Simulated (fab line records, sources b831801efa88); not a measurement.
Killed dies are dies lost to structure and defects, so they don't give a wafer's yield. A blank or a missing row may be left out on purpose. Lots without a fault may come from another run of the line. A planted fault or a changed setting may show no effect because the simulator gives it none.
Which tool did it? | flow sky130 | 7 lots, 21 wafers sampled, at 3 steps of a route of 708

WHAT THE GAUGES READ, wafer by wafer
SKY_VT_ADJUST_PCH_TW_MEAS_10.
lot  | measured     | on            | VT_ADJUST_PCH_TW
L193 | day 12 00:05 | film_metro-04 | 141.1 141.4 140.9
L198 | day 12 16:13 | film_metro-02 | 146.6 146.2 146.5
L201 | day 13 05:51 | film_metro-01 | 144.5 144.8 144.8
L203 | day 13 20:02 | film_metro-01 | 143.6 143.9 143.9
L205 | day 14 10:26 | film_metro-01 | 143.0 143.4 142.9
L208 | day 15 13:46 | film_metro-02 | 176.0 175.4 174.8
L214 | day 17 09:07 | film_metro-04 | 140.9 140.4 140.9

WHICH TOOL RAN EACH LOT (tool, then ch and the chambers of the sampled wafers, then the start)
lot  | SKY_NWELL_RTA_28                 | SKY_VT_ADJUST_PCH_IMPLANT_08
L193 | rtp_anneal-02 ch 0, day 6 10:45  | implanter-04 ch 0, day 11 23:50
L198 | rtp_anneal-01 ch 0, day 6 23:24  | implanter-01 ch 0, day 12 16:01
L201 | rtp_anneal-02 ch 0, day 7 10:08  | implanter-03 ch 0, day 13 05:38
L203 | rtp_anneal-01 ch 0, day 7 21:48  | implanter-03 ch 0, day 13 19:47
L205 | rtp_anneal-01 ch 0, day 8 08:21  | implanter-04 ch 0, day 14 10:11
L208 | rtp_anneal-02 ch 0, day 9 03:51  | implanter-01 ch 0, day 15 13:11
L214 | rtp_anneal-02 ch 0, day 10 15:23 | implanter-04 ch 0, day 17 08:54
- SKY_NWELL_RTA_28: time 30 s.
- SKY_VT_ADJUST_PCH_IMPLANT_08

THE ANSWER, worked out from the rows above alone
Rule: what is usual is taken from the lots themselves. Put in order of their means at a reading, lots are off if they are a third of the lots or fewer, leave a main group of 4 or more, and stand apart from it by a gap of 3 or more times the standard deviation of the main group's means; of several such gaps the widest counts. A main group whose means are all the same, to the digits that the tables above print for the reading, isn't used. A lot without any number at a reading at which 4 lots or more have one is off too. The other lots that the step has rows for count as sound.
Off: L208, at SKY_VT_ADJUST_PCH_TW_MEAS_10 (VT_ADJUST_PCH_TW). The main group: mean 143.3, standard deviation 2.
A tool fits if, at a process step before that reading, it ran every lot that is off, and no sound lot after the first of them. The gauges at SKY_VT_ADJUST_PCH_TW_MEAS_10 are tried like those tools. Can't be told from this: 2 tools fit, implanter-01 at SKY_VT_ADJUST_PCH_IMPLANT_08, film_metro-02 at SKY_VT_ADJUST_PCH_TW_MEAS_10.

WHAT THE SIMULATOR HAD PUT IN
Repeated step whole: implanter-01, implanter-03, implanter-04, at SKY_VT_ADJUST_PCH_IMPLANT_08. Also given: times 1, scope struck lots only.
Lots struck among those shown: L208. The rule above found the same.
